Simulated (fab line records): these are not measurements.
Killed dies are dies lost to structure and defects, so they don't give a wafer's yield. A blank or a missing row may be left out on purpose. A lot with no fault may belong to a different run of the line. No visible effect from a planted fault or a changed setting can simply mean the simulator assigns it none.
Problem report in the 8D (eight disciplines) form, filled by code + flow gf180mcu + the parts of the form that need people (team, actions taken, sign-off) are left out

1. THE ISSUE
Mean of run-length-s at GF_POLY_GATE_ETCH_13: 95.1 s across 3 wafers in 2 lots; on wafers with no fault it is 97.9 s (standard deviation 0.39). That is -7.1 standard deviations from the usual mean.
The step: etches poly-Si in HBr/Cl2, stops on SiO2, target depth 198.5 nm, time 69.6 s.
The first sign was on wafer L986.3 at day 13 01:53, on rie-si-01. The record has a number at this step for 16 wafers belonging to 6 lots. The rule behind "out" and "out of limits": a value lying over 4 standard deviations away from the usual mean. All remaining wafers that have a number are taken as sound.

2. WHAT IT IS, WHAT IT ISN'T
| question                    | is                     | is not                                                                   |
|-----------------------------|------------------------|--------------------------------------------------------------------------|
| which readings at this step | run-length-s           | drypump-motor-current-A, throttle-valve-pct                              |
| which lots                  | L986, L988             | L973, L983, L995, L996                                                   |
| which wafers of those lots  | L986.3, L988.3, L988.4 | L986.5                                                                   |
| read on which tools         | rie-si-01              | rie-si-02                                                                |
| when                        | from day 13 01:53      | up to then (7 sound wafers); but 6 sound wafers of L995, L996 came after |

3. THE SUSPECTS, EACH WITH WHAT RULES IT OUT
Counting: a tool at a process step up to the reading stays a suspect if it ran every lot that is out. Sound lots after the first of them don't rule it out here, since some wafers of a struck lot are sound.
- rie-si-01 at GF_POLY_GATE_ETCH_13 (etches poly-Si in HBr/Cl2, stops on SiO2, target depth 198.5 nm, time 69.6 s): kept. It ran every lot that is out, first L986 (day 13 01:53); its last sound lot up to then is L983 (day 12 03:13). Out on those wafers are its own readings of run-length-s.
Remaining after the count: rie-si-01 at GF_POLY_GATE_ETCH_13.

4. THE CAUSE (what the simulator had put in)
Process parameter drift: rie-si-01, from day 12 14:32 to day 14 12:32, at GF_POLY_GATE_ETCH_13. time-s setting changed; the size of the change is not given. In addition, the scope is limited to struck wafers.
Counting left only this tool.

5. THE CHAIN OF EFFECTS, in route order
Rows list readings where the struck wafers' mean (over those with a number) sits beyond 3 standard deviations from the usual. Only readings for which the record gives a usual standard deviation are gone through. hours: the time from each lot's start at the first step in this table that gives one to its start at this step, as a median over the lots. sigmas: the change in usual standard deviations.
| hours | step                 | reading      | usual  | on struck wafers | change | sigmas |
|-------|----------------------|--------------|--------|------------------|--------|--------|
| 0     | GF_POLY_GATE_ETCH_13 | run-length-s | 97.9 s | 95.1             | -2.8   | -7.1   |
The process steps in it:
- GF_POLY_GATE_ETCH_13: etches poly-Si in HBr/Cl2, stops on SiO2, target depth 198.5 nm, time 69.6 s.
At these later measuring or inspecting steps, every struck wafer for which the step has a row has a number for every such reading, and none has moved that far: GF_POLY_GATE_THK_MEAS_17, GF_POLY_GATE_CD_MEAS_18, GF_HV_LDD_CD_MEAS_07, GF_HV_LDD_OVL_MEAS_08, GF_HV_LDD_TW_MEAS_11, GF_HV_LDD_CD_MEAS_19, GF_HV_LDD_OVL_MEAS_20, GF_HV_LDD_TW_MEAS_23, GF_PSD_RS_MEAS_14, GF_PSD_RS_MEAS_15.

6. WHAT WOULD HAVE CAUGHT IT SOONER
First out-of-limits reading in this record: day 13 01:53, which is 11 hours after fault onset at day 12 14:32.
